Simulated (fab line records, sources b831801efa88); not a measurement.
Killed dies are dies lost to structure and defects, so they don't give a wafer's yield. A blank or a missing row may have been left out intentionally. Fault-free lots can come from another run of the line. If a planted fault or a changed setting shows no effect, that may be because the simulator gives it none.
Code-filled problem report in 8D (eight disciplines) form	flow gf180mcu	the parts of the form that need people (team, actions taken, sign-off) are left out

== 1. WHAT WENT WRONG ==
Wafers free of any fault read 1566 (standard deviation 17) for NWELL_TW at GF_NWELL_TW_MEAS_11, against a mean of 1411 on 6 wafers of 2 lots. Relative to the usual mean, that is a shift of -9.1 standard deviations.
The first sign was on wafer L125.2 at day 4 09:50, on filmMetro-02. At this step, 33 wafers from 11 lots have a number in the record. Rule for "out" (also "out of limits"): further than 4 standard deviations from the usual mean. All remaining wafers that have a number are taken as sound.

== 2. WHAT IT IS, AND WHAT IT ISN'T ==
question	is	is not
which readings at this step	NWELL_TW	-
which lots	L125, L129	L122, L133, L135, L137, L139, L140, L141, L142, L143
which wafers of those lots	all that have a number	-
read on which gauges	filmMetro-02	filmMetro-01, filmMetro-04
when	from day 4 09:50	up to then (3 sound wafers); but 24 sound wafers of L133, L135, L137, L139, L140, L141, L142, L143 came after

== 3. WHAT RULES OUT EACH SUSPECT ==
Counting: a tool stays on the suspect list if, at a process step up to the reading, it processed all lots that are out and no sound lot following the first of them.
- the gauge at GF_NWELL_TW_MEAS_11: ruled out. All the wafers that are out were read on filmMetro-02, but those of them that GF_NWELL_IMPLANT_08 has rows for are out there too, on other tools.
- implanter-04 at GF_NWELL_IMPLANT_08: ruled out as a lasting fault. Sound lots L143 ran on it after its first lot that is out, L125 (day 4 09:26).
Left after counting: nothing in the record.

== 4. THE CAUSE (what the simulator had put in) ==
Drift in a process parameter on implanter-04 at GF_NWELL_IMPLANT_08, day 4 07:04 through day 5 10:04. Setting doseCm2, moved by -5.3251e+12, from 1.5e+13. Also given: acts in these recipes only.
It was ruled out by counting, in error; the rule expects a fault to strike all lots run on its tool from its start on, and this fault did not.

== 5. SEQUENCE OF EFFECTS, ordered by route ==
Each row: a reading whose mean over the struck wafers that have a number lies more than 3 standard deviations from the usual. Only readings for which the record gives a usual standard deviation are gone through. hours: the time from each lot's start at the first step in this table that gives one to its start at this step, as a median over the lots. sigmas: the change in usual standard deviations.
hours	step	reading	usual	on struck wafers	change	sigmas
0	GF_NWELL_IMPLANT_08	doseIonsCm2	1.4996e+13	9.6797e+12	-5.3163e+12	-99 or more
0	GF_NWELL_IMPLANT_08	faradayCurrentUA	84.9	54.1	-30.8	-17
0	GF_NWELL_TW_MEAS_11	NWELL_TW	1566	1411	-155	-9.1
110	GF_VT_IMPLANT_RS_MEAS_47	NWELL_RS	488.2 ohm/sq	615.9	+127.7	+85
Its process steps:
- GF_NWELL_IMPLANT_08

== 6. HOW IT WOULD HAVE BEEN CAUGHT EARLIER ==
The first out-of-limits reading at a measuring or inspecting step in this record came at day 4 09:50, 3 hours after the fault's start at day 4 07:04.
Tool's own readings at GF_NWELL_IMPLANT_08, doseIonsCm2, faradayCurrentUA: out on all struck wafers the step has rows for; an alarm limit on them would have tripped on the first.
